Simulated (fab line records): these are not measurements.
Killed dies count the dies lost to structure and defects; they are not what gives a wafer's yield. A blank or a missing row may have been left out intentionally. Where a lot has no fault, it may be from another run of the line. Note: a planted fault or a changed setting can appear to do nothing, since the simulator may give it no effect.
Struck lot and sound lot, side by side / flow sky130 / 16 out of 708 route steps
Sound: these wafers, L980.1, L980.2, L980.6. The struck wafers were L982.3, L982.4, L982.5. Last of all comes the cause.
Each step with rows lists, per side, the tool, then ch with its chambers, then its first start. Under that, the readings that differ: sound wafers / struck wafers / difference of the means / sigmas: that difference in standard deviations of wafers without a fault.
alike: a reading whose means differ by less than 2 such deviations, as well as words and numbers matching on both sides. not compared: withheld readings; readings where some wafer has no value; bounds like >300 that might hide an equal value; numbers whose values overlap and for which the record gives no deviation.
Wherever a step has rows on one side only, a row that says differs or no value, or a row with sigmas, the two part there. Numbers that don't overlap but have no deviation are shown without sigmas and don't part them. A reading that every wafer of one side lacks parts them only if that side has two wafers or more.

first, 8 steps without rows for these wafers: SKY_CONTACT_DEHYDRATE_06 (time 60 s); SKY_CONTACT_HMDS_07 (prime time 60 s); SKY_CONTACT_COAT_08 (resist thk 60 nm); SKY_CONTACT_COAT_09 (resist thk 450 nm); SKY_CONTACT_SOFTBAKE_10 (time 90 s); SKY_CONTACT_EXPOSE_11 (exposes mask CTM1, target cd 170 nm); SKY_CONTACT_PEB_12; SKY_CONTACT_DEVELOP_13 (develop time 60 s).
SKY_CONTACT_CD_MEAS_14: target cd 170 nm.
  struck on cd-sem-01, day 34 06:04; sound on cd-sem-02, day 33 15:52
  alike: cd-nm
SKY_CONTACT_OVL_MEAS_15:
  struck on overlay-01, day 34 06:09; sound on overlay-01, day 33 15:59
  alike: CONTACT_OVL
SKY_CONTACT_ETCH_16: etches BARC in N2/H2, stops on SiO2, time 45.9 s, target depth 60 nm.
  sound on rie-diel-01 ch 2,3, day 33 16:02; struck on rie-diel-02 ch 0,1,2, day 34 06:11
  alike: bias-w, chamber-pressure-mTorr, drypump-motor-current-A, oes-product-au, throttle-valve-pct
  not compared: rf-hours-counter-h
SKY_CONTACT_ETCH_17: etches SiO2 in C4F8/O2/Ar, stops on Si3N4, target depth 340 nm.
  sound on rie-diel-01 ch 2,3, day 33 16:04; struck on rie-diel-02 ch 0,1,2, day 34 06:13
  alike: bias-w, chamber-pressure-mTorr, oes-product-au
SKY_CONTACT_ETCH_18: etches Si3N4 in CHF3/O2, stops on TiN, time 39 s, target depth 75 nm.
  sound on rie-diel-01 ch 2,3, day 33 16:00; struck on rie-diel-02 ch 0,1,2, day 34 06:00
  no value came back on the struck wafers for any of 5 readings (O2_flow_sccm (sccm), bias-w (W) and others); on the sound wafers O2_flow_sccm (sccm) reads 5.003 5.003 4.998
reading=model.KrF-thick_of_CONTACT_COAT_09.thk-nm (nm); sound=246.7 244.3 244.9; struck=326.7 327.4 328.4; difference=+82.2; sigmas=
  not compared: rf-hours-counter-h
SKY_CONTACT_STRIP_19: strips in O2/N2.
  sound on plasma-asher-02 ch 0,1, day 33 16:10; struck on plasma-asher-02 ch 0,1, day 34 06:20
reading=oes-product-au (a.u.); sound=0.378 0.375 0.377; struck=0.424 0.425 0.418; difference=+0.046; sigmas=+9
reading=strip-time-to-endpoint-s (s); sound=3.658 3.629 3.638; struck=4.486 4.519 4.506; difference=+0.862; sigmas=+31
  alike: drypump-motor-current-A
  not compared: rf-hours-counter-h
then, 1 step without rows for these wafers: SKY_CONTACT_STRIP_20 (strips in post etch residue remover, time 1200 s).
-- the record jumps here: 14 days lie between the struck wafers' starts before and after (it left off in module CONTACT and takes up again in module PAD_OPEN, whose first step shown is number 708 of the route) --
SKY_PAD_OPEN_PROBE_99:
  rows exist in the record for the struck wafers here (prober-02, day 47 18:55), but not for the sound ones

== WHERE THEY PART ==
At SKY_CONTACT_ETCH_18 first; at SKY_PAD_OPEN_PROBE_99 last (within this record only).

WHY: what had been put in by the simulator
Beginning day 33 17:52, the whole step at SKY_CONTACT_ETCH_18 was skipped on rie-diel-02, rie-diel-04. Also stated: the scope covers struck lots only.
